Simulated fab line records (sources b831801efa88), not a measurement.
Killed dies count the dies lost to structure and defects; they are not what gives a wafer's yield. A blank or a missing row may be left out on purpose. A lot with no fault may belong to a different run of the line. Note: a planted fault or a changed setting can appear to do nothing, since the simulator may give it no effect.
The tool behind it: which one? ; flow sky130 ; 9 lots, 27 wafers sampled, at 6 steps of a route of 708

WHAT EACH GAUGE READ, for each wafer
SKY_POLY_CUT_OVL_MEAS_09.
lot;measured;on;POLY_CUT_OVL (nm)
L793;day 24 05:57;overlay-02;-5 -4 -3
L795;day 24 19:28;overlay-01;-7 -3 -6
L798;day 26 07:50;overlay-02;-3 -6 -3
L799;day 27 08:55;overlay-01;1 -5 -5
L801;day 27 14:53;overlay-01;8 7 1
L805;day 28 16:53;overlay-01;0 -2 4
L814;day 31 09:18;overlay-02;0 -3 -1
L815;day 31 19:35;overlay-02;-13 -6 -6
L816;day 31 23:50;overlay-02;8 5 0

SKY_CAP2M_RS_MEAS_03: measurement is done with a four-point probe.
lot;measured;on;CAP2M_TIN_RS (ohm/sq)
L793;day 39 18:56;film metro-01;6.84 6.89 6.87
L795;day 40 07:04;film metro-02;6.91 6.90 6.92
L798;day 41 11:52;film metro-02;6.89 6.99 6.97
L799;day 42 09:22;film metro-02;6.93 6.89 6.95
L801;day 42 15:03;film metro-01;6.85 6.91 6.92
L805;day 43 14:02;film metro-01;6.87 6.97 5.07
L814;day 45 17:43;film metro-01;6.89 6.94 6.94
L815;day 45 23:32;film metro-02;6.82 6.87 6.83
L816;day 46 03:13;film metro-01;7.02 6.94 6.94

SKY_CAP2M_THK_MEAS_04: measures by xrf.
lot;measured;on;CAP2M_TIN_THK (nm)
L793;day 39 19:02;film metro-01;201.7 201.2 200.5
L795;day 40 07:11;film metro-02;199.1 198.7 198.2
L798;day 41 11:58;film metro-02;200.6 196.3 197.2
L799;day 42 09:29;film metro-02;196.8 198.5 196.6
L801;day 42 15:10;film metro-01;200.2 198.8 198.6
L805;day 43 14:09;film metro-01;200.7 197.9 269.4
L814;day 45 17:49;film metro-01;199.4 198.4 197.7
L815;day 45 23:40;film metro-02;201.7 200.7 200.5
L816;day 46 03:20;film metro-01;194.1 197.2 196.1

EACH LOT AND THE TOOL THAT RAN IT (in order: tool; ch and the chambers of the sampled wafers; start)
lot;SKY_LOCAL_INTERCONNECT_STRIP_15;SKY_CONTACT_ETCH_17;SKY_CAP2M_SPUTTER_02
L793;plasma asher-01 ch 0,1, day 30 11:04;rie diel-01 ch 0,2,3, day 31 16:10;pvd sputter-03, day 39 18:49
L795;plasma asher-01 ch 0, day 31 00:09;rie diel-04 ch 1,2,3, day 32 05:10;pvd sputter-04, day 40 06:57
L798;plasma asher-02 ch 0,1, day 32 08:48;rie diel-02 ch 0,3, day 33 12:53;pvd sputter-02, day 41 11:44
L799;plasma asher-04 ch 0,1, day 33 08:43;rie diel-04 ch 0,1, day 34 12:31;pvd sputter-03, day 42 09:15
L801;plasma asher-04 ch 0,1, day 33 13:35;rie diel-02 ch 1,2,3, day 34 17:11;pvd sputter-03, day 42 14:55
L805;plasma asher-01 ch 0,1, day 34 15:25;rie diel-01 ch 0,2,3, day 35 19:22;pvd sputter-02, day 43 13:55
L814;plasma asher-01 ch 0,1, day 37 03:34;rie diel-01 ch 2,3, day 38 07:25;pvd sputter-04, day 45 17:33
L815;plasma asher-02 ch 0,1, day 37 11:55;rie diel-02 ch 0,1,3, day 38 14:52;pvd sputter-03, day 45 23:26
L816;plasma asher-04 ch 0,1, day 37 16:45;rie diel-04 ch 0,2,3, day 38 19:34;pvd sputter-02, day 46 03:07
- SKY_LOCAL_INTERCONNECT_STRIP_15: strips in O2/N2.
- SKY_CONTACT_ETCH_17: etches SiO2 in C4F8/O2/Ar, stops on Si3N4, target depth 340 nm.
- SKY_CAP2M_SPUTTER_02: material TiN, target thk 200 nm, time 166.7 s.

AS READ BY THE TOOLS THEMSELVES (means over the sampled wafers that have a number; for cases with no such wafer, the mark the record gives instead)
SKY_LOCAL_INTERCONNECT_STRIP_15.
lot;tool;drypump motor current A (A);n2 flow sccm (sccm);oes product au (a.u.);strip time to endpoint s (s)
L793;plasma asher-01;5.6;300.1;0.420;4.720
L795;plasma asher-01;5.6;299.7;0.426;4.729
L798;plasma asher-02;5.5;300.8;0.430;4.747
L799;plasma asher-04;5.7;299.7;0.425;4.734
L801;plasma asher-04;5.5;299.7;0.428;4.723
L805;plasma asher-01;5.5;299.4;0.425;4.724
L814;plasma asher-01;5.5;299.4;0.430;4.708
L815;plasma asher-02;5.4;299.3;0.432;4.710
L816;plasma asher-04;5.7;299.2;0.426;4.745

SKY_CONTACT_ETCH_17.
lot;tool;oes product au (a.u.);rf fwd power W (W)
L793;rie diel-01;0.892;1488
L795;rie diel-04;0.889;1484
L798;rie diel-02;0.890;1482
L799;rie diel-04;0.889;1493
L801;rie diel-02;0.894;1489
L805;rie diel-01;0.889;1490
L814;rie diel-01;0.896;1491
L815;rie diel-02;0.892;1490
L816;rie diel-04;0.892;1488

SKY_CAP2M_SPUTTER_02.
lot;tool;throttle valve pct (%)
L793;pvd sputter-03;31.5
L795;pvd sputter-04;30.0
L798;pvd sputter-02;29.7
L799;pvd sputter-03;31.4
L801;pvd sputter-03;30.2
L805;pvd sputter-02;29.5
L814;pvd sputter-04;29.6
L815;pvd sputter-03;30.7
L816;pvd sputter-02;29.5

THE ANSWER, worked out from the rows above alone
Rule: the lots themselves supply what counts as usual. Put in order of their means at a reading, lots are off if they are a third of the lots or fewer, leave a main group of 4 or more, and stand apart from it by a gap of 3 or more times the standard deviation of the main group's means; of several such gaps the widest counts. Not used: any main group whose means are identical at the precision the tables above print for the reading. Also off: a lot with no number at a reading for which 4 or more lots have one. Where the step has rows for the other lots, those lots are counted as sound. Order of review: gauges by route order, followed by the tools' own readings, for which a lot's mean as printed above is used. At the first step where some lot is off, the reading lying furthest off is the one used; lots without a number count as furthest.
Off: L805, seen at SKY_CAP2M_RS_MEAS_03 (CAP2M_TIN_RS). Main group: mean 6.91 ohm/sq, sd 0.039.
A tool fits if, at a process step before that reading, it ran every lot that is off, and no sound lot after the first of them. Those tools and the gauges at SKY_CAP2M_RS_MEAS_03 are tried in the same way. No candidate that was tried fits.

WHAT WAS PUT IN BY THE SIMULATOR
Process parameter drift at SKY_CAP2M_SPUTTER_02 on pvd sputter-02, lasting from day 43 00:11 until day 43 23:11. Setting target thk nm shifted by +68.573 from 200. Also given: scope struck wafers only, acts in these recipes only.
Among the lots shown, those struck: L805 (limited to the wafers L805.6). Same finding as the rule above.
